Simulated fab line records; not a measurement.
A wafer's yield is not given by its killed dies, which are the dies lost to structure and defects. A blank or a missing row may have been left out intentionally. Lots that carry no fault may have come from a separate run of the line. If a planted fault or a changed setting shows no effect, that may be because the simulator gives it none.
A struck lot beside a sound one :: flow sky130 :: 15 steps out of a route of 708
Sound: these wafers, L369.3, L369.4, L369.6. Wafers struck: L373.3, L373.4, L373.5. At the end, the cause is stated.
Each step with rows lists, per side, the tool, then ch with its chambers, then its first start. Under that, the readings that differ: sound wafers :: struck wafers :: difference of the means :: sigmas: that difference in standard deviations of wafers without a fault.
alike: words and numbers the same on both sides, and readings whose means are apart by under 2 such deviations; not compared: readings that were withheld, readings missing a value for some wafer, numbers with overlapping values and no deviation given by the record, and bounds like >300 which may hide the same value.
A row with sigmas, a row that says differs or no value, or rows on one side alone: a step with any of these is where the two part. When numbers do not overlap yet have no deviation, they are printed without sigmas and do not part them. A reading that every wafer of one side lacks parts them only if that side has two wafers or more.

first, 9 steps without rows for these wafers: SKY_CAPM_CLEAN_17 (cleans in O3/DIW); SKY_METAL3_DEHYDRATE_05 (time 60 s); SKY_METAL3_HMDS_06 (prime time 60 s); SKY_METAL3_COAT_07 (resist thk 60 nm); SKY_METAL3_COAT_08 (resist thk 1140 nm); SKY_METAL3_SOFTBAKE_09 (time 90 s); SKY_METAL3_EXPOSE_10 (exposes mask MM3, target cd 300 nm); SKY_METAL3_PEB_11; SKY_METAL3_DEVELOP_12 (develop time 60 s).
SKY_METAL3_CD_MEAS_13: the cd target is 300 nm.
  sound on cd sem-01, day 41 01:11; struck on cd sem-02, day 42 02:53
  alike: cd nm
SKY_METAL3_OVL_MEAS_14:
  sound on overlay-01, day 41 01:17; struck on overlay-02, day 42 02:59
  alike: METAL3_OVL
SKY_METAL3_DESCUM_15: chemistry O2, time 8 s.
  sound on rie metal-04 ch 0,1, day 41 01:19; struck on rie metal-04 ch 0,1, day 42 03:01
  alike: drypump motor current A, he backside leak sccm, oes product au
  not compared: rf hours counter h
SKY_METAL3_ETCH_16: etches BARC in N2/H2, stops on SiO2, time 88.2 s, target depth 60 nm.
  sound on rie metal-04 ch 0,1, day 41 01:22; struck on rie metal-04 ch 0,1, day 42 03:04
  alike: drypump motor current A, he backside leak sccm, oes product au, throttle valve pct
  not compared: rf hours counter h, model.KrF-thick_of_METAL3_COAT_08.thk nm
SKY_METAL3_ETCH_17: etches SiO2 in C4F8/O2/Ar, stops on TiN, time 3.9 s, target depth 15 nm.
  sound on rie diel-02 ch 0,1,3, day 41 01:26; struck on rie diel-04 ch 0, day 42 03:09
  alike: oes product au
  not compared: rf hours counter h
-- the record jumps here: 7 days lie between the struck wafers' starts before and after (it left off in module METAL3 and takes up again in module PAD_OPEN, whose first step shown is number 708 of the route) --
SKY_PAD_OPEN_PROBE_99:
  sound on prober-01, day 47 19:52; struck on prober-01, day 48 18:01
reading: killed at front end
sound: 22 29 19
struck: 15 11 11
difference: -11
sigmas: -2

reading: model.etest.licon pdiff.rc ohm
sound: 594.3 594 584.5
struck: 670.5 647.1 670.3
difference: +71.7
sigmas: 

reading: model.etest.nfet_01v8.r on ohm um
sound: 805.1 827.8 838.1
struck: 870.7 875.8 890.7
difference: +55.4
sigmas: 

reading: model.etest.licon high po.rc ohm
sound: 357.1 353.2 364.4
struck: 402.1 399.8 379.2
difference: +35.5
sigmas: 

reading: model.etest.licon ndiff.rc ohm
sound: 179 183.8 182.2
struck: 212.1 212.8 218.7
difference: +32.9
sigmas: 

reading: model.etest.sonos uncharged.r on ohm um
sound: 827.6 797.3 802.5
struck: 848 848.7 857.5
difference: +42
sigmas: 

reading: model.etest.cap li to poly.c af um2
sound: 99.43 99.61 100.1
struck: 73.55 73.47 73.62
difference: -26.17
sigmas: 

reading: model.etest.licon poly.rc ohm
sound: 150.9 153.5 153.9
struck: 174.3 164.1 167.1
difference: +15.7
sigmas: 
  alike: killed_at_M0_to_M3, killed_at_M4_up, killed at contacts, killed at other, killed dies, killed open, killed short
  not compared: model.etest.nfet g5v0d10v5.r on ohm um

WHERE THEY PART
Within this record, at SKY_PAD_OPEN_PROBE_99 only.

WHY: the cause the simulator had injected
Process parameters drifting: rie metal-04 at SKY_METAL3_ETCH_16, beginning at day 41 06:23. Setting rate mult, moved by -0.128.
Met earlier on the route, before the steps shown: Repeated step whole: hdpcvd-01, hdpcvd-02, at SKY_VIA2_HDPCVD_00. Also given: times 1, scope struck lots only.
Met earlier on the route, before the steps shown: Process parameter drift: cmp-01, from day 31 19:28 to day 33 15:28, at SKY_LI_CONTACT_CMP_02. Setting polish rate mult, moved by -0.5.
